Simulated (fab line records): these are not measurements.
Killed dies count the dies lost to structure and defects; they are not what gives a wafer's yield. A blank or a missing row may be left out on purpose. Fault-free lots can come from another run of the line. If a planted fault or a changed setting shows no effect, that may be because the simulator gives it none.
Which tool did it? ; flow gf180mcu ; Sampling: 12 lots, 36 wafers, 6 of 602 route steps

## WHAT EACH GAUGE READ, for each wafer
GF_STI_CD_MEAS_12: target cd 220 nm.
lot;measured;on;cd_nm (nm)
L799;day 2 15:04;cd_sem-02;222.0 221.0 222.2
L800;day 2 23:16;cd_sem-01;220.6 220.2 219.2
L801;day 2 23:38;cd_sem-02;219.1 219.9 218.9
L802;day 3 05:05;cd_sem-02;218.2 218.3 219.0
L803;day 3 08:52;cd_sem-01;220.6 221.6 220.7
L809;day 4 15:17;cd_sem-01;219.7 219.2 219.8
L810;day 4 20:46;cd_sem-01;221.1 221.5 219.9
L812;day 5 06:43;cd_sem-01;221.2 220.6 221.8
L815;day 5 23:22;cd_sem-01;220.6 221.1 219.6
L817;day 6 08:52;cd_sem-02;222.1 221.2 222.2
L819;day 6 20:56;cd_sem-01;219.8 219.2 219.6
L820;day 7 00:53;cd_sem-02;220.2 220.3 219.7

GF_DNWELL_TW_MEAS_09.
lot;measured;on;DNWELL_TW
L799;day 3 08:34;film_metro-04;1378 1379 1376
L800;day 3 17:19;film_metro-02;1355 1346 1359
L801;day 3 18:32;film_metro-04;1367 1384 1373
L802;day 4 00:58;film_metro-03;1363 1359 1362
L803;day 4 04:46;film_metro-04;1372 1358 1367
L809;day 5 10:47;film_metro-04;1358 1355 1354
L810;day 5 17:22;film_metro-03;1369 1354 1362
L812;day 6 02:25;film_metro-04;1368 1371 1368
L815;day 6 20:15;film_metro-02;1356 1356 1351
L817;day 7 06:19;film_metro-04;1361 1355 1361
L819;day 7 17:29;film_metro-02;1355 1358 1354
L820;day 7 23:05;film_metro-02;1349 1351 1351

GF_VT_IMPLANT_RS_MEAS_47: a four-point-probe measurement.
lot;measured;on;NWELL_RS (ohm/sq)
L799;day 8 11:59;film_metro-04;489.7 490.7 490.4
L800;day 8 23:27;film_metro-04;490.2 490.2 489.0
L801;day 9 01:19;film_metro-01;490.1 489.1 489.8
L802;day 9 10:04;film_metro-03;490.0 489.1 489.8
L803;day 9 14:12;film_metro-03;490.6 490.6 492.5
L809;day 11 03:52;film_metro-04;501.4 501.5 500.6 501.8 501.4 501.0
L810;day 11 11:44;film_metro-03;490.8 489.8 489.4
L812;day 11 23:11;film_metro-03;501.2 502.3 501.5 501.6 501.8 501.0
L815;day 12 20:47;film_metro-03;489.5 490.3 489.9
L817;day 13 09:59;film_metro-04;491.8 491.7 491.6
L819;day 14 01:43;film_metro-01;490.0 491.8 490.6
L820;day 14 10:17;film_metro-03;491.8 490.7 489.5

GF_VT_IMPLANT_RS_MEAS_48: a four-point-probe measurement.
lot;measured;on;LVPWELL_RS (ohm/sq)
L799;day 8 12:07;film_metro-04;1202.9 1202.2 1201.9
L800;day 8 23:34;film_metro-04;1201.6 1197.7 1200.6
L801;day 9 01:26;film_metro-01;1201.1 1205.7 1203.2
L802;day 9 10:11;film_metro-03;1202.5 1200.2 1202.9
L803;day 9 14:19;film_metro-03;1201.1 1200.0 1204.3
L809;day 11 06:34;film_metro-04;1200.1 1195.5 1199.0
L810;day 11 11:52;film_metro-03;1194.5 1194.3 1196.0
L812;day 12 05:31;film_metro-03;1200.3 1198.2 1197.7
L815;day 12 20:54;film_metro-03;1192.1 1194.0 1194.8
L817;day 13 10:07;film_metro-04;1195.1 1196.4 1195.9
L819;day 14 01:50;film_metro-01;1197.1 1200.2 1199.4
L820;day 14 10:24;film_metro-03;1202.3 1199.9 1200.7

## WHICH TOOL RAN EACH LOT (tool, then ch and the chambers of the sampled wafers, then the start)
lot;GF_DNWELL_STRIP_08;GF_NWELL_IMPLANT_08
L799;plasma_asher-01 ch 0,1, day 3 08:28;implanter-01 ch 0, day 3 22:28
L800;plasma_asher-04 ch 0,1, day 3 17:13;implanter-01 ch 0, day 4 06:54
L801;plasma_asher-01 ch 0,1, day 3 18:26;implanter-03 ch 0, day 4 08:34
L802;plasma_asher-01 ch 0,1, day 4 00:52;implanter-01 ch 0, day 4 15:06
L803;plasma_asher-01 ch 0,1, day 4 04:40;implanter-01 ch 0, day 4 19:12
L809;plasma_asher-04 ch 0,1, day 5 10:41;implanter-01 ch 0, day 6 01:52
L810;plasma_asher-04 ch 0,1, day 5 17:16;implanter-04 ch 0, day 6 08:36
L812;plasma_asher-01 ch 0,1, day 6 02:19;implanter-01 ch 0, day 6 17:31
L815;plasma_asher-04 ch 0,1, day 6 20:10;implanter-03 ch 0, day 7 12:31
L817;plasma_asher-01 ch 0,1, day 7 06:13;implanter-04 ch 0, day 7 22:42
L819;plasma_asher-04 ch 0,1, day 7 17:22;implanter-04 ch 0, day 8 09:50
L820;plasma_asher-01 ch 0,1, day 7 23:01;implanter-03 ch 0, day 8 16:16
- GF_DNWELL_STRIP_08: strips in O2/N2.
- GF_NWELL_IMPLANT_08

## WHAT THE TOOLS THEMSELVES READ (means of the sampled wafers that have a number; where no wafer has one, the mark that the record gives instead)
GF_DNWELL_STRIP_08.
lot;tool;drypump_motor_current_A (A);heater_power_w (W);oes_product_au (a.u.);strip_time_to_endpoint_s (s)
L799;plasma_asher-01;5.5;315;0.725;37.50
L800;plasma_asher-04;6.5;332;0.715;37.50
L801;plasma_asher-01;5.5;319;0.726;37.49
L802;plasma_asher-01;5.4;318;0.721;37.46
L803;plasma_asher-01;5.4;316;0.727;37.56
L809;plasma_asher-04;6.5;339;0.720;37.40
L810;plasma_asher-04;6.3;342;0.723;37.58
L812;plasma_asher-01;5.4;316;0.721;37.55
L815;plasma_asher-04;6.3;339;0.721;37.43
L817;plasma_asher-01;5.7;316;0.719;37.38
L819;plasma_asher-04;6.5;331;0.722;37.47
L820;plasma_asher-01;5.4;318;0.720;37.38

GF_NWELL_IMPLANT_08.
lot;tool;beam_energy_keV;beam_on_s (s);faraday_current_uA
L799;implanter-01;449.96;9.91;85.2
L800;implanter-01;449.94;9.88;85.5
L801;implanter-03;449.99;10.06;84.1
L802;implanter-01;449.75;10.09;83.9
L803;implanter-01;449.90;9.79;86.3
L809;implanter-01;394.82;9.95;85.0
L810;implanter-04;450.09;10.02;84.4
L812;implanter-01;394.89;9.94;84.9
L815;implanter-03;450.05;10.17;83.0
L817;implanter-04;449.84;9.87;85.9
L819;implanter-04;450.10;9.81;86.1
L820;implanter-03;449.83;10.08;84.0

## THE ANSWER, worked out from the rows above alone
Rule: what is usual is taken from the lots themselves. The widest of any qualifying gaps counts: lots, ordered by their means at a reading, are off when they make up no more than a third of the lots, leave a main group of 4 or more, and stand apart from it by 3 or more times the standard deviation of that group's means. Not used: any main group whose means are identical at the precision the tables above print for the reading. Also off: a lot with no number at a reading for which 4 or more lots have one. Where the step has rows for the other lots, those lots are counted as sound. The gauges are gone through in route order, then the tools' own readings, and for those a lot's mean is taken as printed above. The first step at which some lot is off is used, and at that step the reading that is off furthest; a lot without a number counts as furthest.
Off: at GF_VT_IMPLANT_RS_MEAS_47 (NWELL_RS), L809, L812. Mean 490.4 ohm/sq and standard deviation 0.67 in the main group.
A tool fits if, at a process step before that reading, it ran every lot that is off, and no sound lot after the first of them. Not tried: the gauges at GF_VT_IMPLANT_RS_MEAS_47; whatever is off there is also off at GF_NWELL_IMPLANT_08, on other tools, and gauge error can't account for it. One fits: implanter-01 at GF_NWELL_IMPLANT_08. Its last sound lot is L803 (day 4 19:12), its first lot that is off L809 (day 6 01:52): a fault that began between those two fits.
On the lots that are off, the tool's own readings at GF_NWELL_IMPLANT_08 differ by more than 5 times the standard deviation of the sound lots' means, which bears it out; beam_energy_keV reads 394.86 there versus 449.94 on the sound lots.

## WHAT HAD BEEN PUT IN BY THE SIMULATOR
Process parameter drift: implanter-01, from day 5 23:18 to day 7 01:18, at GF_NWELL_IMPLANT_08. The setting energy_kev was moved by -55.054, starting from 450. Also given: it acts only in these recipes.
Struck lots among those shown: L809, L812. Same finding as the rule above.
